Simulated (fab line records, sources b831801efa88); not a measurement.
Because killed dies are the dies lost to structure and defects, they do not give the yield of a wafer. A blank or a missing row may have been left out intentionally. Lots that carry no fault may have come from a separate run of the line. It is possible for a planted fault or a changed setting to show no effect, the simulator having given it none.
A lot that was struck, set against a sound lot	flow sky130	16 steps out of a route of 708
Sound: wafers L643.1, L643.3, L643.4. Struck: wafer L657.6. (L657.3, L657.5 of the same lot were not struck and are left out.) The cause comes at the end.
Each step with rows lists, per side, the tool, then ch with its chambers, then its first start. Under that, the readings that differ: sound wafers	struck wafers	difference of the means	sigmas: that difference in standard deviations of wafers without a fault.
alike: same words and numbers on both sides, and readings whose means sit less than 2 such deviations apart. not compared: any withheld reading, any reading some wafer has no value for, any bound like >300 that may hide the same value, and any number with overlapping values for which the record gives no deviation.
Wherever a step has rows on one side only, a row that says differs or no value, or a row with sigmas, the two part there. Numbers that have no deviation but don't overlap get no sigmas and don't part them. A reading that every wafer of one side lacks parts them only if that side has two wafers or more.

first, 1 step without rows for these wafers: SKY_VT_ADJUST_HVTR_DEVELOP_06 (develop time 60 s).
SKY_VT_ADJUST_HVTR_CD_MEAS_07 targets a cd of 380 nm.
  struck on cd sem-01, day 14 15:10; sound on cd sem-01, day 10 16:46
reading	sound	struck	difference	sigmas
cd nm (nm)	379.9 380.9 380.8	385.0	+4.5	+2
SKY_VT_ADJUST_HVTR_OVL_MEAS_08:
  struck on overlay-02, day 14 15:16; sound on overlay-02, day 10 16:53
  alike: VT_ADJUST_HVTR_OVL
next, for these wafers, 1 step has no rows: SKY_VT_ADJUST_HVTR_IMPLANT_09.
SKY_VT_ADJUST_HVTR_STRIP_10: strips in O2/N2.
  sound on plasma asher-03 ch 0,1, day 10 17:05; struck on plasma asher-03 ch 1, day 14 15:28
  alike: drypump motor current A, oes product au, strip time to endpoint s
  not compared: rf hours counter h
SKY_VT_ADJUST_HVTR_TW_MEAS_11:
  struck on film metro-02, day 14 15:33; sound on film metro-04, day 10 17:11
reading	sound	struck	difference	sigmas
VT_ADJUST_HVTR_TW	212.1 212.1 211.9	209.1	-2.9	-3
then, 6 steps without rows for these wafers: SKY_VT_ADJUST_PCH_DEHYDRATE_00 (time 60 s); SKY_VT_ADJUST_PCH_HMDS_01 (prime time 60 s); SKY_VT_ADJUST_PCH_COAT_02 (resist thk 3000 nm); SKY_VT_ADJUST_PCH_SOFTBAKE_03; SKY_VT_ADJUST_PCH_EXPOSE_04 (exposes mask NWM, target cd 840 nm); SKY_VT_ADJUST_PCH_PEB_05.
SKY_VT_ADJUST_PCH_DEVELOP_06: develop time 60 s.
  sound on litho track-01 ch 0, day 11 15:00; struck on litho track-03 ch 0, day 15 18:00
SKY_VT_ADJUST_PCH_OVL_MEAS_07:
  struck on overlay-02, day 15 18:33; sound on overlay-02, day 11 16:05
  not compared: VT_ADJUST_PCH_OVL
next, for these wafers, 1 step has no rows: SKY_VT_ADJUST_PCH_IMPLANT_08.
-- the record jumps here: 34 days lie between the struck wafers' starts before and after (it left off in module VT_ADJUST_PCH and takes up again in module PAD_OPEN, whose first step shown is number 708 of the route) --
SKY_PAD_OPEN_PROBE_99:
  struck on prober-01, day 49 21:29; sound on prober-02, day 46 20:49
reading	sound	struck	difference	sigmas
killed_at_M0_to_M3	53 50 52	34	-18	-2
killed at front end	15 26 16	432	+413	+92
killed dies	89 105 94	492	+396	+40
killed on rim	19 17 18	96	+78	+21
killed short	41 59 43	26	-22	-3
  alike: killed_at_M4_up, killed at contacts, killed at other, killed open

## WHERE THEY PART
At SKY_VT_ADJUST_HVTR_CD_MEAS_07 first; at SKY_PAD_OPEN_PROBE_99 last (within this record only).

WHY: the cause the simulator had injected
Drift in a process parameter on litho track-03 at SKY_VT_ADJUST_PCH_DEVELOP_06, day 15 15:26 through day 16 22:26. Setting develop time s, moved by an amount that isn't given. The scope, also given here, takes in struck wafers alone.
